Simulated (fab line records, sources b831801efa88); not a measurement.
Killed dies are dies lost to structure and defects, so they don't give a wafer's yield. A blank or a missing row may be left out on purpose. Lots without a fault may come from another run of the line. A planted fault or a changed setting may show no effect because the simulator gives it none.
Which tool did it? | flow gf180mcu | 12 lots, 36 wafers sampled, at 3 steps of a route of 602

WHAT THE GAUGES READ, wafer by wafer
GF_CONTACT_THK_MEAS_01.
lot  | measured     | on            | CONTACT_CVD_00_THK (nm)
L463 | day 15 02:14 | film_metro-01 | 300 302 302
L464 | day 15 18:15 | film_metro-03 | 303 302 302
L466 | day 16 03:20 | film_metro-03 | 304 302 299
L467 | day 16 18:25 | film_metro-04 | 299 300 302
L469 | day 17 15:19 | film_metro-03 | 300 299 298
L473 | day 18 23:31 | film_metro-03 | 290 293 293
L476 | day 19 23:17 | film_metro-03 | 296 296 296
L480 | day 21 07:51 | film_metro-01 | 237 239 298
L483 | day 22 08:51 | film_metro-01 | 303 299 299
L482 | day 22 09:11 | film_metro-01 | 299 240 297
L484 | day 22 14:25 | film_metro-04 | 296 297 299
L486 | day 23 08:00 | film_metro-03 | 294 296 293

WHICH TOOL RAN EACH LOT (tool, then ch and the chambers of the sampled wafers, then the start)
lot  | GF_SALICIDE_SPUTTER_02       | GF_CONTACT_CVD_00
L463 | pvd_sputter-04, day 15 01:40 | hdpcvd-01 ch 1,2, day 15 02:12
L464 | pvd_sputter-01, day 15 17:41 | hdpcvd-01 ch 1,2, day 15 18:12
L466 | pvd_sputter-01, day 16 02:46 | hdpcvd-01 ch 0,1,2, day 16 03:17
L467 | pvd_sputter-02, day 16 17:50 | hdpcvd-01 ch 0,1,2, day 16 18:22
L469 | pvd_sputter-01, day 17 14:43 | hdpcvd-02 ch 0,2, day 17 15:15
L473 | pvd_sputter-02, day 18 18:32 | hdpcvd-02 ch 0,2, day 18 23:28
L476 | pvd_sputter-02, day 19 22:43 | hdpcvd-02 ch 0,1, day 19 23:14
L480 | pvd_sputter-01, day 21 07:10 | hdpcvd-02 ch 0,1, day 21 07:47
L483 | pvd_sputter-01, day 22 08:17 | hdpcvd-01 ch 0,1,2, day 22 08:48
L482 | pvd_sputter-04, day 22 08:37 | hdpcvd-02 ch 0,2, day 22 09:08
L484 | pvd_sputter-04, day 22 13:38 | hdpcvd-01 ch 1,2, day 22 14:22
L486 | pvd_sputter-01, day 23 07:26 | hdpcvd-01 ch 0,1, day 23 07:57
- GF_SALICIDE_SPUTTER_02: material Co, target thk 10 nm, time 20 s.
- GF_CONTACT_CVD_00: deposits SiO2, target thk 300 nm, time 50 s.

WHAT THE TOOLS THEMSELVES READ (means of the sampled wafers that have a number; where no wafer has one, the mark that the record gives instead)
GF_SALICIDE_SPUTTER_02.
lot  | tool           | chamber_pressure_pa (Pa) | throttle_valve_pct (%)
L463 | pvd_sputter-04 | 0.4004                   | 30.6
L464 | pvd_sputter-01 | 0.4004                   | 30.2
L466 | pvd_sputter-01 | 0.4012                   | 30.9
L467 | pvd_sputter-02 | 0.3996                   | 29.7
L469 | pvd_sputter-01 | 0.3990                   | 30.3
L473 | pvd_sputter-02 | 0.4011                   | 30.2
L476 | pvd_sputter-02 | 0.3996                   | 30.8
L480 | pvd_sputter-01 | 0.3998                   | 30.1
L483 | pvd_sputter-01 | 0.4001                   | 30.6
L482 | pvd_sputter-04 | 0.4002                   | 30.2
L484 | pvd_sputter-04 | 0.4003                   | 30.3
L486 | pvd_sputter-01 | 0.4001                   | 30.9

GF_CONTACT_CVD_00.
lot  | tool      | sih4_flow_sccm (sccm)
L463 | hdpcvd-01 | 59.85
L464 | hdpcvd-01 | 60.09
L466 | hdpcvd-01 | 59.98
L467 | hdpcvd-01 | 60.13
L469 | hdpcvd-02 | 59.86
L473 | hdpcvd-02 | 60.49
L476 | hdpcvd-02 | 59.95
L480 | hdpcvd-02 | 52.08
L483 | hdpcvd-01 | 60.07
L482 | hdpcvd-02 | 55.97
L484 | hdpcvd-01 | 59.83
L486 | hdpcvd-01 | 60.01

THE ANSWER, worked out from the rows above alone
Rule: what is usual is taken from the lots themselves. Put in order of their means at a reading, lots are off if they are a third of the lots or fewer, leave a main group of 4 or more, and stand apart from it by a gap of 3 or more times the standard deviation of the main group's means; of several such gaps the widest counts. A main group whose means are all the same, to the digits that the tables above print for the reading, isn't used. A lot without any number at a reading at which 4 lots or more have one is off too. The other lots that the step has rows for count as sound. The gauges are gone through in route order, then the tools' own readings, and for those a lot's mean is taken as printed above. The first step at which some lot is off is used, and at that step the reading that is off furthest; a lot without a number counts as furthest.
Off: L480, L482, at GF_CONTACT_THK_MEAS_01 (CONTACT_CVD_00_THK). The main group: mean 298 nm, standard deviation 3.3.
A tool fits if, at a process step before that reading, it ran every lot that is off, and no sound lot after the first of them. The gauges at GF_CONTACT_THK_MEAS_01 aren't tried: what is off there is off at GF_CONTACT_CVD_00 too, on other tools, and a gauge's error can't cause that. One fits: hdpcvd-02 at GF_CONTACT_CVD_00. Its last sound lot is L476 (day 19 23:14), its first lot that is off L480 (day 21 07:47): a fault that began between those two fits.
The tool's own readings at GF_CONTACT_CVD_00 bear it out: on the lots that are off they differ by more than 5 times the standard deviation of the sound lots' means. sih4_flow_sccm reads 54.02 sccm there against 60.03 sccm on the sound lots.

WHAT THE SIMULATOR HAD PUT IN
Process parameter drift: hdpcvd-02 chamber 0, from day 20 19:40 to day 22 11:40, at GF_CONTACT_CVD_00. Setting sih4_flow_sccm, moved by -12, from 60. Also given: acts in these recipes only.
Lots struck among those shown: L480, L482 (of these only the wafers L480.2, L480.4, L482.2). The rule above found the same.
